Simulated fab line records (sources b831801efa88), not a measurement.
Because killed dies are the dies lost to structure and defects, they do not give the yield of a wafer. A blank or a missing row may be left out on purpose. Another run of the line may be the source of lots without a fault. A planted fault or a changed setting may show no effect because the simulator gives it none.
Chamber matching :: flow gf180mcu :: rie_diel-02 running GF_V4_ETCH_16: 4 sister chambers
The step etches BARC in N2/H2. 8 wafers are shown with their chamber, then 7 later ones without.

EACH WAFER AND ITS CHAMBER
wafer: L075.2
chamber: 3
drypump_motor_current_A (A): 5.2
throttle_valve_pct (%): 13.217

wafer: L078.1
chamber: 1
drypump_motor_current_A (A): 5.8
throttle_valve_pct (%): 13.224

wafer: L078.6
chamber: 2
drypump_motor_current_A (A): 4.9
throttle_valve_pct (%): 13.218

wafer: L082.1
chamber: 1
drypump_motor_current_A (A): 5.8
throttle_valve_pct (%): 13.235

wafer: L082.3
chamber: 2
drypump_motor_current_A (A): 4.8
throttle_valve_pct (%): 13.221

wafer: L082.6
chamber: 0
drypump_motor_current_A (A): 5.7
throttle_valve_pct (%): 13.234

wafer: L085.2
chamber: 0
drypump_motor_current_A (A): 5.7
throttle_valve_pct (%): 13.218

wafer: L085.4
chamber: 3
drypump_motor_current_A (A): 5.2
throttle_valve_pct (%): 13.201

WAFERS MISSING THEIR CHAMBER
wafer: L085.6
drypump_motor_current_A (A): 5.8
throttle_valve_pct (%): 13.228

wafer: L089.3
drypump_motor_current_A (A): 5.8
throttle_valve_pct (%): 13.224

wafer: L089.5
drypump_motor_current_A (A): 5.7
throttle_valve_pct (%): 13.225

wafer: L089.6
drypump_motor_current_A (A): 5.8
throttle_valve_pct (%): 13.220

wafer: L092.1
drypump_motor_current_A (A): 5.7
throttle_valve_pct (%): 13.220

wafer: L092.3
drypump_motor_current_A (A): 5.7
throttle_valve_pct (%): 13.229

wafer: L092.5
drypump_motor_current_A (A): 5.8
throttle_valve_pct (%): 13.234

WHICH CHAMBER EACH ONE RAN IN
wafer: L085.6
from the rows above: 1
in truth: 1

wafer: L089.3
from the rows above: 1
in truth: 1

wafer: L089.5
from the rows above: 0
in truth: 0

wafer: L089.6
from the rows above: can't be placed: 1 or 0
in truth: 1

wafer: L092.1
from the rows above: 0
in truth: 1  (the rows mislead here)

wafer: L092.3
from the rows above: 0
in truth: 0

wafer: L092.5
from the rows above: 1
in truth: 1
Correct placement for 5 of the 7. These rows do not allow placing 1 (true chamber among the candidates in 1). Number placed wrongly: 1.
How it was worked out, from the rows above alone: a wafer's distance from a chamber is the root of the sum, over the readings, of the square of ((its reading less the chamber's mean) divided by the reading's scatter). If the next closest chamber is less than 2 further off than the closest, the wafer can't be placed; otherwise it belongs to the closest. The mean given for a chamber averages the wafers shown for that chamber. The scatter is the square root of a quotient: the sum, over the shown wafers, of each reading's squared deviation from its chamber's mean, divided by wafers minus chambers.
